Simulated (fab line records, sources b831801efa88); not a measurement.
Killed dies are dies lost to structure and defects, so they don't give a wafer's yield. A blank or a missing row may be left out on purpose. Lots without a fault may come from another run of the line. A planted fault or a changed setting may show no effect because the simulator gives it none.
Which tool did it? | flow gf180mcu | 12 lots, 36 wafers sampled, at 6 steps of a route of 602

WHAT THE GAUGES READ, wafer by wafer
GF_V4_THK_MEAS_03. Usual: V4_CVD_02_THK 854 nm, standard deviation 12.
lot  | measured     | on            | V4_CVD_02_THK (nm) | flag
L365 | day 22 20:07 | film_metro-03 | 862 847 869        |
L366 | day 23 14:08 | film_metro-01 | 853 864 860        |
L375 | day 27 09:49 | film_metro-01 | 839 857 834        |
L378 | day 28 07:29 | film_metro-03 | 850 800 853        |
L380 | day 28 17:37 | film_metro-01 | 845 846 871        |
L381 | day 28 18:36 | film_metro-02 | 838 847 853        |
L382 | day 29 01:59 | film_metro-02 | 848 863 858        |
L383 | day 29 07:58 | film_metro-02 | 862 847 853        |
L384 | day 29 11:40 | film_metro-03 | 844 858 865        |
L386 | day 29 19:18 | film_metro-03 | 840 862 861        |
L387 | day 30 01:35 | film_metro-02 | 854 846 872        |
L388 | day 30 08:57 | film_metro-02 | 850 870 860        |

GF_V4_BOW_MEAS_05. Usual: V4_BOW 135 um, standard deviation 8.7.
lot  | measured     | on            | V4_BOW (um) | flag
L365 | day 22 20:29 | film_metro-01 | 149 145 145 |
L366 | day 23 14:32 | film_metro-03 | 126 121 116 |
L375 | day 27 10:11 | film_metro-03 | 141 141 143 |
L378 | day 28 07:51 | film_metro-01 | 145 124 120 |
L380 | day 28 17:59 | film_metro-03 | 132 129 129 |
L381 | day 28 19:05 | film_metro-01 | 135 141 134 |
L382 | day 29 02:24 | film_metro-02 | 142 132 135 |
L383 | day 29 08:22 | film_metro-02 | 140 141 119 |
L384 | day 29 12:02 | film_metro-01 | 132 146 144 |
L386 | day 29 19:40 | film_metro-02 | 128 139 128 |
L387 | day 30 01:57 | film_metro-02 | 138 137 139 |
L388 | day 30 09:19 | film_metro-03 | 137 136 145 |

WHICH TOOL RAN EACH LOT (tool, then ch and the chambers of the sampled wafers, then the start)
lot  | GF_V3_SPUTTER_21             | GF_V3_CMP_26                  | GF_V4_CVD_02                    | GF_V4_CMP_04
L365 | pvd_sputter-01, day 21 18:59 | cmp-01 ch 0,2, day 21 19:23   | pecvd-02 ch 0,1,2, day 22 20:02 | cmp-02 ch 2,3, day 22 20:10
L366 | pvd_sputter-02, day 22 13:42 | cmp-01 ch 0,3, day 22 14:09   | pecvd-03 ch 1,2, day 23 14:03   | cmp-01 ch 0,1,2, day 23 14:17
L375 | pvd_sputter-02, day 26 11:45 | cmp-01 ch 0,1, day 26 12:08   | pecvd-04 ch 0,1, day 27 09:42   | cmp-01 ch 0,2,3, day 27 10:01
L378 | pvd_sputter-02, day 27 09:58 | cmp-01 ch 0,1,2, day 27 10:25 | pecvd-04 ch 0,1,2, day 28 07:24 | cmp-01 ch 0,1, day 28 07:32
L380 | pvd_sputter-02, day 27 20:34 | cmp-01 ch 0,1,3, day 27 20:58 | pecvd-02 ch 0,1,2, day 28 17:33 | cmp-02 ch 0,1,3, day 28 17:44
L381 | pvd_sputter-04, day 27 21:17 | cmp-02 ch 0,1,2, day 27 21:47 | pecvd-03 ch 0,2, day 28 18:32   | cmp-02 ch 1,2,3, day 28 18:53
L382 | pvd_sputter-01, day 28 05:24 | cmp-02 ch 0,3, day 28 05:57   | pecvd-03 ch 0,1,2, day 29 01:54 | cmp-01 ch 0,1,2, day 29 02:05
L383 | pvd_sputter-04, day 28 10:59 | cmp-02 ch 1,2,3, day 28 11:23 | pecvd-03 ch 0,1,2, day 29 07:54 | cmp-01 ch 0,1,2, day 29 08:04
L384 | pvd_sputter-01, day 28 14:45 | cmp-02 ch 1,3, day 28 15:22   | pecvd-02 ch 0,2, day 29 11:36   | cmp-02 ch 1,2,3, day 29 11:50
L386 | pvd_sputter-01, day 28 22:28 | cmp-02 ch 0,1, day 28 22:52   | pecvd-02 ch 1,2, day 29 19:14   | cmp-01 ch 0,2,3, day 29 19:22
L387 | pvd_sputter-02, day 29 05:01 | cmp-02 ch 1,2,3, day 29 05:25 | pecvd-03 ch 0,1,2, day 30 01:30 | cmp-01 ch 0,1,2, day 30 01:41
L388 | pvd_sputter-02, day 29 13:00 | cmp-02 ch 0,1, day 29 13:23   | pecvd-02 ch 1,2, day 30 08:53   | cmp-01 ch 1,2,3, day 30 09:07
- GF_V3_SPUTTER_21: material Ti, target thk 15 nm, time 80.02 s.
- GF_V3_CMP_26: polishes, stops on SiO2, t overpolish 15 s, target thk 0 nm.
- GF_V4_CVD_02: deposits SiO2 from TEOS, target thk 850 nm, time 94.851 s.
- GF_V4_CMP_04: polishes SiO2.

WHAT THE TOOLS THEMSELVES READ (means of the sampled wafers that have a number; where no wafer has one, the mark that the record gives instead)
GF_V3_SPUTTER_21. Usual: throttle_valve_pct 30.3 %, standard deviation 1.
lot  | tool           | throttle_valve_pct (%) | flag
L365 | pvd_sputter-01 | 29.5                   |
L366 | pvd_sputter-02 | 30.6                   |
L375 | pvd_sputter-02 | 30.3                   |
L378 | pvd_sputter-02 | 30.3                   |
L380 | pvd_sputter-02 | 31.2                   |
L381 | pvd_sputter-04 | 30.6                   |
L382 | pvd_sputter-01 | 30.0                   |
L383 | pvd_sputter-04 | 30.8                   |
L384 | pvd_sputter-01 | 29.9                   |
L386 | pvd_sputter-01 | 28.5                   |
L387 | pvd_sputter-02 | 31.0                   |
L388 | pvd_sputter-02 | 31.6                   |

GF_V3_CMP_26. Usual: motor_current_A 11.4 A, standard deviation 1.2; overpolish_run_s 15.001 s, standard deviation 0.0093; time_to_endpoint_s 89 s, standard deviation 3.8.
lot  | tool   | motor_current_A (A) | overpolish_run_s (s) | time_to_endpoint_s (s) | flag
L365 | cmp-01 | 11.0                | 14.994               | 94                     |
L366 | cmp-01 | 12.4                | 15.008               | 91                     |
L375 | cmp-01 | 10.7                | 15.005               | 89                     |
L378 | cmp-01 | 10.5                | 15.004               | 92                     |
L380 | cmp-01 | 11.3                | 14.998               | 90                     |
L381 | cmp-02 | 10.9                | 15.006               | 89                     |
L382 | cmp-02 | 12.6                | 15.005               | 88                     |
L383 | cmp-02 | 11.2                | 15.002               | 86                     |
L384 | cmp-02 | 12.0                | 15.004               | 88                     |
L386 | cmp-02 | 11.9                | 14.998               | 88                     |
L387 | cmp-02 | 11.1                | 14.996               | 88                     |
L388 | cmp-02 | 11.6                | 15.013               | 87                     |

GF_V4_CVD_02. Usual: heater_power_w 666 W, standard deviation 120.
lot  | tool     | heater_power_w (W) | flag
L365 | pecvd-02 | 661                |
L366 | pecvd-03 | 780                |
L375 | pecvd-04 | 483                |
L378 | pecvd-04 | 592                |
L380 | pecvd-02 | 692                |
L381 | pecvd-03 | 703                |
L382 | pecvd-03 | 695                |
L383 | pecvd-03 | 754                |
L384 | pecvd-02 | 690                |
L386 | pecvd-02 | 652                |
L387 | pecvd-03 | 741                |
L388 | pecvd-02 | 648                |

GF_V4_CMP_04. Usual: motor_current_A 12.4 A, standard deviation 1.3; time_to_endpoint_s 81 s, standard deviation 5.5.
lot  | tool   | motor_current_A (A) | time_to_endpoint_s (s) | flag
L365 | cmp-02 | 12.6                | 78                     |
L366 | cmp-01 | 11.9                | 87                     |
L375 | cmp-01 | 12.7                | 79                     |
L378 | cmp-01 | 11.6                | 71                     |
L380 | cmp-02 | 13.4                | 81                     |
L381 | cmp-02 | 12.0                | 77                     |
L382 | cmp-01 | 11.8                | 84                     |
L383 | cmp-01 | 11.6                | 83                     |
L384 | cmp-02 | 12.0                | 82                     |
L386 | cmp-01 | 12.5                | 84                     |
L387 | cmp-01 | 11.3                | 85                     |
L388 | cmp-01 | 12.1                | 85                     |

THE ANSWER, worked out from the rows above alone
Rule: a lot is off if the mean of its wafers that have a number lies more than 3 standard deviations from the usual mean. A lot without any number at a reading at which 4 lots or more have one is off too. The other lots that the step has rows for count as sound. The gauges are gone through in route order, then the tools' own readings, and for those a lot's mean is taken as printed above. The first step at which some lot is off is used, and at that step the reading that is off furthest; a lot without a number counts as furthest.
No lot is off at any reading shown: from this, nothing can be told.

WHAT THE SIMULATOR HAD PUT IN
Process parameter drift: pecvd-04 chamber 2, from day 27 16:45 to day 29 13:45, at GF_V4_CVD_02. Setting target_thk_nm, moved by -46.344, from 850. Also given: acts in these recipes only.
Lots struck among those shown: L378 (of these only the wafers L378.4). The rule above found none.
